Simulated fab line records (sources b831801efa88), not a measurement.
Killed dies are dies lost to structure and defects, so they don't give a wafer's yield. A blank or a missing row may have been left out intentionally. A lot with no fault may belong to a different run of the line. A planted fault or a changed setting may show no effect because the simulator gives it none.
Which tool was responsible? | flow gf180mcu | 14 lots with 42 wafers sampled at 4 steps, on a route of 602 steps

== WHAT THE GAUGES READ, wafer by wafer ==
GF_V5_OVL_MEAS_15. Usual: V5_OVL gives -2 nm (standard deviation 5.9).
lot  | measured     | on         | V5_OVL (nm) | flag
L484 | day 28 16:00 | overlay-02 | 4 7 12      |
L485 | day 28 18:53 | overlay-02 | -6 -4 -10   |
L487 | day 29 09:59 | overlay-02 | -7 -3 -3    |
L486 | day 29 10:20 | overlay-01 | 5 5 -1      |
L489 | day 29 22:40 | overlay-02 | -1 0 4      |
L490 | day 30 10:33 | overlay-02 | -7 -4 -7    |
L491 | day 30 13:50 | overlay-01 | -10 -15 -12 |
L492 | day 30 22:44 | overlay-02 | -6 -7 -7    |
L493 | day 31 07:29 | overlay-02 | -11 -11 -13 |
L494 | day 31 12:32 | overlay-01 | 1 4 0       |
L495 | day 31 14:35 | overlay-02 | -8 -9 -5    |
L496 | day 31 23:59 | overlay-01 | 1 -7 -3     |
L497 | day 32 07:58 | overlay-02 | -3 0 -5     |
L503 | day 33 09:29 | overlay-02 | -2 -5 -3    |

GF_V5_RS_MEAS_24: measures by four-point-probe. Usual: V5_W_RS gives 0.326 ohm/sq (standard deviation 0.0037).
lot  | measured     | on            | V5_W_RS (ohm/sq)  | flag
L484 | day 28 16:56 | film metro-03 | 0.328 0.324 0.328 |
L485 | day 28 19:53 | film metro-04 | 0.327 0.331 0.328 |
L487 | day 29 10:59 | film metro-03 | 0.328 0.325 0.328 |
L486 | day 29 11:20 | film metro-03 | 0.322 0.322 0.323 |
L489 | day 29 23:39 | film metro-04 | 0.322 0.320 0.323 |
L490 | day 30 11:32 | film metro-04 | 0.330 0.328 0.328 |
L491 | day 30 14:46 | film metro-01 | 0.324 0.324 0.327 |
L492 | day 30 23:43 | film metro-01 | 0.328 0.329 0.330 |
L493 | day 31 08:28 | film metro-04 | 0.325 0.321 0.321 |
L494 | day 31 13:29 | film metro-04 | 0.326 0.327 0.327 |
L495 | day 31 15:34 | film metro-03 | 0.322 0.319 0.325 |
L496 | day 32 00:58 | film metro-04 | 0.320 0.328 0.328 |
L497 | day 32 08:58 | film metro-01 | 0.329 0.328 0.334 |
L503 | day 33 10:26 | film metro-04 | 0.322 0.325 0.324 |

GF_V5_THK_MEAS_25: measures by xrf. Usual: V5_W_THK gives 335 nm (standard deviation 4.3).
lot  | measured     | on            | V5_W_THK (nm) | flag
L484 | day 28 17:04 | film metro-03 | 335 337 333   |
L485 | day 28 20:00 | film metro-04 | 335 333 336   |
L487 | day 29 11:05 | film metro-03 | 337 342 336   |
L486 | day 29 11:26 | film metro-03 | 341 342 343   |
L489 | day 29 23:45 | film metro-04 | 340 340 340   |
L490 | day 30 11:39 | film metro-04 | 332 332 333   |
L491 | day 30 14:53 | film metro-01 | 339 339 337   |
L492 | day 30 23:50 | film metro-01 | 334 334 332   |
L493 | day 31 08:35 | film metro-04 | 338 341 341   |
L494 | day 31 13:36 | film metro-04 | 333 336 336   |
L495 | day 31 15:41 | film metro-03 | 339 342 338   |
L496 | day 32 01:05 | film metro-04 | 341 333 333   |
L497 | day 32 09:04 | film metro-01 | 332 333 327   |
L503 | day 33 10:34 | film metro-04 | 339 335 336   |

== EACH LOT AND THE TOOL THAT RAN IT (in order: tool; ch and the chambers of the sampled wafers; start) ==
lot  | GF_V5_SPUTTER_21
L484 | pvd sputter-03, day 28 16:44
L485 | pvd sputter-04, day 28 19:40
L487 | pvd sputter-03, day 29 10:44
L486 | pvd sputter-04, day 29 11:05
L489 | pvd sputter-03, day 29 23:23
L490 | pvd sputter-03, day 30 11:19
L491 | pvd sputter-04, day 30 14:34
L492 | pvd sputter-04, day 30 23:31
L493 | pvd sputter-04, day 31 08:14
L494 | pvd sputter-04, day 31 13:16
L495 | pvd sputter-02, day 31 15:22
L496 | pvd sputter-04, day 32 00:44
L497 | pvd sputter-02, day 32 08:43
L503 | pvd sputter-02, day 33 10:13
- GF_V5_SPUTTER_21: material Ti, target thk 15 nm, time 80.02 s.

== AS READ BY THE TOOLS THEMSELVES (means over the sampled wafers that have a number; for cases with no such wafer, the mark the record gives instead) ==
GF_V5_SPUTTER_21. Usual: throttle valve pct reads 30.1 % (standard deviation 1.2).
lot  | tool           | throttle valve pct (%) | flag
L484 | pvd sputter-03 | 31.0                   |
L485 | pvd sputter-04 | 27.9                   |
L487 | pvd sputter-03 | 30.9                   |
L486 | pvd sputter-04 | 29.1                   |
L489 | pvd sputter-03 | 30.7                   |
L490 | pvd sputter-03 | 30.6                   |
L491 | pvd sputter-04 | 29.0                   |
L492 | pvd sputter-04 | 28.9                   |
L493 | pvd sputter-04 | 30.7                   |
L494 | pvd sputter-04 | 28.9                   |
L495 | pvd sputter-02 | 30.7                   |
L496 | pvd sputter-04 | 29.9                   |
L497 | pvd sputter-02 | 31.2                   |
L503 | pvd sputter-02 | 30.8                   |

== THE ANSWER, worked out from the rows above alone ==
Rule: a lot counts as off when the mean over its wafers that have a number is more than 3 standard deviations away from the usual mean. Also off: a lot with no number at a reading for which 4 or more lots have one. The other lots that the step has rows for count as sound. Order of review: gauges by route order, followed by the tools' own readings, for which a lot's mean as printed above is used. The first step at which some lot is off is used, and at that step the reading that is off furthest; a lot without a number counts as furthest.
No lot is off on any of the readings shown, so nothing can be concluded from this.

== WHAT HAD BEEN PUT IN BY THE SIMULATOR ==
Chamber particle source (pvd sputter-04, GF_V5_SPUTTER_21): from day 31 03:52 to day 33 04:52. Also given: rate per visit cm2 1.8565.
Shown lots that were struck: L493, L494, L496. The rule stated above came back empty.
